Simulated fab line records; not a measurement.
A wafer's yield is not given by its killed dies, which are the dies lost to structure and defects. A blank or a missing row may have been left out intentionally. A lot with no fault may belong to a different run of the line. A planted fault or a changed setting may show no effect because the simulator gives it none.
Which tool was responsible?	flow sfq_line	15 lots, 45 wafers sampled, at 2 steps of a route of 325

== WHAT EACH GAUGE READ, for each wafer ==
Not one reading of a measure or inspect step in the record can be checked against a usual standard deviation.

== EACH LOT AND THE TOOL THAT RAN IT (in order: tool; ch and the chambers of the sampled wafers; start) ==
lot	SFQ_TRILAYER_L0_LITHO_COAT_010	SFQ_TRILAYER_L0_BARC_OPEN_METAL_ETCH_010
L944	litho_track-03 ch 0, day 1 12:44	rie_metal-03 ch 0,1, day 4 04:49
L945	litho_track-02 ch 0, day 1 17:44	rie_metal-02 ch 0,1, day 4 10:49
L946	litho_track-04 ch 0, day 1 22:44	rie_metal-01 ch 0,1, day 4 19:13
L947	litho_track-03 ch 0, day 2 03:50	rie_metal-02 ch 0,1, day 5 01:14
L948	litho_track-02 ch 0, day 2 08:53	rie_metal-03 ch 1, day 5 07:16
L949	litho_track-02 ch 0, day 2 13:58	rie_metal-02 ch 0,1, day 5 14:59
L950	litho_track-03 ch 0, day 2 18:50	rie_metal-01 ch 0,1, day 5 21:00
L951	litho_track-02 ch 0, day 2 23:44	rie_metal-02 ch 0,1, day 6 01:47
L952	litho_track-04 ch 0, day 3 04:47	rie_metal-01 ch 1, day 6 05:23
L953	litho_track-02 ch 0, day 3 09:44	rie_metal-03 ch 1, day 6 07:47
L955	litho_track-04 ch 0, day 3 19:53	rie_metal-01 ch 0,1, day 6 22:03
L959	litho_track-02 ch 0, day 4 15:44	rie_metal-01 ch 0,1, day 7 19:35
L961	litho_track-02 ch 0, day 5 01:47	rie_metal-01 ch 0,1, day 8 07:43
L963	litho_track-02 ch 0, day 5 11:47	rie_metal-01 ch 0, day 8 20:48
L966	litho_track-04 ch 0, day 6 02:59	rie_metal-02 ch 0, day 9 20:10
- SFQ_TRILAYER_L0_LITHO_COAT_010: resist thk 62 nm.
- SFQ_TRILAYER_L0_BARC_OPEN_METAL_ETCH_010: etches BARC in O2, target depth 125 nm, time 41.7 s.

== AS READ BY THE TOOLS THEMSELVES (means over the sampled wafers that have a number; for cases with no such wafer, the mark the record gives instead) ==
SFQ_TRILAYER_L0_LITHO_COAT_010.
lot	tool	exhaust_pa (Pa)
L944	litho_track-03	45.3
L945	litho_track-02	45.8
L946	litho_track-04	45.0
L947	litho_track-03	45.6
L948	litho_track-02	44.4
L949	litho_track-02	45.6
L950	litho_track-03	45.9
L951	litho_track-02	46.7
L952	litho_track-04	44.6
L953	litho_track-02	44.0
L955	litho_track-04	45.4
L959	litho_track-02	45.9
L961	litho_track-02	44.3
L963	litho_track-02	44.5
L966	litho_track-04	43.9

SFQ_TRILAYER_L0_BARC_OPEN_METAL_ETCH_010.
lot	tool	drypump_motor_current_A (A)	oes_product_au (a.u.)
L944	rie_metal-03	6.4	0.686
L945	rie_metal-02	5.6	0.681
L946	rie_metal-01	6.0	0.685
L947	rie_metal-02	5.2	0.685
L948	rie_metal-03	6.5	0.685
L949	rie_metal-02	5.6	0.686
L950	rie_metal-01	6.0	0.688
L951	rie_metal-02	5.6	0.683
L952	rie_metal-01	6.0	0.688
L953	rie_metal-03	6.5	0.685
L955	rie_metal-01	6.0	0.685
L959	rie_metal-01	5.9	0.695
L961	rie_metal-01	6.0	0.692
L963	rie_metal-01	5.9	0.693
L966	rie_metal-02	4.8	0.686

== THE ANSWER, worked out from the rows above alone ==
Rule: usual is defined by the lots themselves. The widest of any qualifying gaps counts: lots, ordered by their means at a reading, are off when they make up no more than a third of the lots, leave a main group of 4 or more, and stand apart from it by 3 or more times the standard deviation of that group's means. A main group whose means are all the same, to the digits that the tables above print for the reading, isn't used. A lot without any number at a reading at which 4 lots or more have one is off too. The other lots that the step has rows for count as sound. First the gauges in route order, then the tools' own readings, where a lot's mean is used as printed above. At the first step where some lot is off, the reading lying furthest off is the one used; lots without a number count as furthest.
No lot is off at any reading shown: from this, nothing can be told.

== WHAT THE SIMULATOR HAD INSERTED ==
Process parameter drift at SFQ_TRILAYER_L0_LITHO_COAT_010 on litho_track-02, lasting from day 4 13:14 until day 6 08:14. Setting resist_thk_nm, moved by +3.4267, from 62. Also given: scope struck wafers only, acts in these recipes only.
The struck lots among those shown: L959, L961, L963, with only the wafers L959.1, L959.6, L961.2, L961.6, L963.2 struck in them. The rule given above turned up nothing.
